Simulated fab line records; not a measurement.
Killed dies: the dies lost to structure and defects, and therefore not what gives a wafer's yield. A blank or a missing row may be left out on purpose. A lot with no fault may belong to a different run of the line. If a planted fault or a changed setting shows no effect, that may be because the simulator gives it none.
Problem report, 8D (eight disciplines) form, completed by code :: flow sfq_line :: the parts of the form that need people (team, actions taken, sign-off) are left out

1. WHAT WENT WRONG
At SFQ_TRILAYER_JJ_CE_ETCH_RIE_118, oes_product_au averages 0.934 a.u. over 4 wafers from 3 lots, while fault-free wafers read 0.988 a.u., standard deviation 0.0082. Relative to the usual mean, that is a shift of -6.6 standard deviations.
The step: chemistry SF6, target Nb, stops on Al2O3, time 97.7 s, target depth 170 nm.
The first sign was on wafer L388.5 at day 56 11:00, on rie_metal-02. Wafers with a number at this step in the record: 18, from 7 lots. Rule for "out" (also "out of limits"): further than 4 standard deviations from the usual mean. All remaining wafers that have a number are taken as sound.

2. WHAT THIS IS AND IS NOT
question: which readings at this step
is: oes_product_au
is not: drypump_motor_current_A

question: which lots
is: L388, L389, L390
is not: L379, L386, L399, L401

question: which wafers of those lots
is: L388.5, L389.5, L390.4, L390.5
is not: L388.3, L389.1

question: read on which tools
is: rie_metal-02
is not: rie_metal-01, rie_metal-04

question: when
is: from day 56 11:00
is not: up to then (7 sound wafers); but 7 sound wafers of L389, L399, L401 came after

3. THE SUSPECTS, EACH WITH WHAT RULES IT OUT
Counting: if a tool at a process step up to the reading ran every lot that is out, it stays a suspect. Sound lots after the first of them don't rule it out here, since some wafers of a struck lot are sound.
- rie_metal-02 at SFQ_TRILAYER_JJ_CE_BARC_OPEN_RIE_150 (chemistry O2, target BARC, target depth 240 nm, time 80 s): kept. It ran every lot that is out, first L388 (day 56 10:55).
- rie_metal-02 at SFQ_TRILAYER_JJ_CE_ETCH_RIE_118 (chemistry SF6, target Nb, stops on Al2O3, time 97.7 s, target depth 170 nm): kept. It ran every lot that is out, first L388 (day 56 11:00). Its own readings are out on those wafers: oes_product_au.
What counting leaves: rie_metal-02 at SFQ_TRILAYER_JJ_CE_BARC_OPEN_RIE_150 and rie_metal-02 at SFQ_TRILAYER_JJ_CE_ETCH_RIE_118.

4. THE CAUSE (what the simulator had put in)
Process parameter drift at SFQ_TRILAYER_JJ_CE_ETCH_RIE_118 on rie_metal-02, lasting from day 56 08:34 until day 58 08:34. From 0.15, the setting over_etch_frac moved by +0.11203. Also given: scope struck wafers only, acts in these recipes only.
2 suspects survive the count, and this tool is in that group.

5. SEQUENCE OF EFFECTS, ordered by route
Each row: a reading where the mean over the struck wafers with a number is more than 3 standard deviations away from the usual. Scope: only readings with a usual standard deviation given in the record; hours: median across lots of the time from each lot's start at the first step in this table that gives one to its start at this step; sigmas: change in usual standard deviations.
hours: 0
step: SFQ_TRILAYER_JJ_CE_ETCH_RIE_118
reading: oes_product_au
usual: 0.988 a.u.
on struck wafers: 0.934
change: -0.054
sigmas: -6.6
Process steps it contains:
- SFQ_TRILAYER_JJ_CE_ETCH_RIE_118: chemistry SF6, target Nb, stops on Al2O3, time 97.7 s, target depth 170 nm.

6. HOW IT WOULD HAVE BEEN CAUGHT EARLIER
In this record the first reading out of limits was taken at day 56 11:00, 2 hours after the fault began at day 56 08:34.
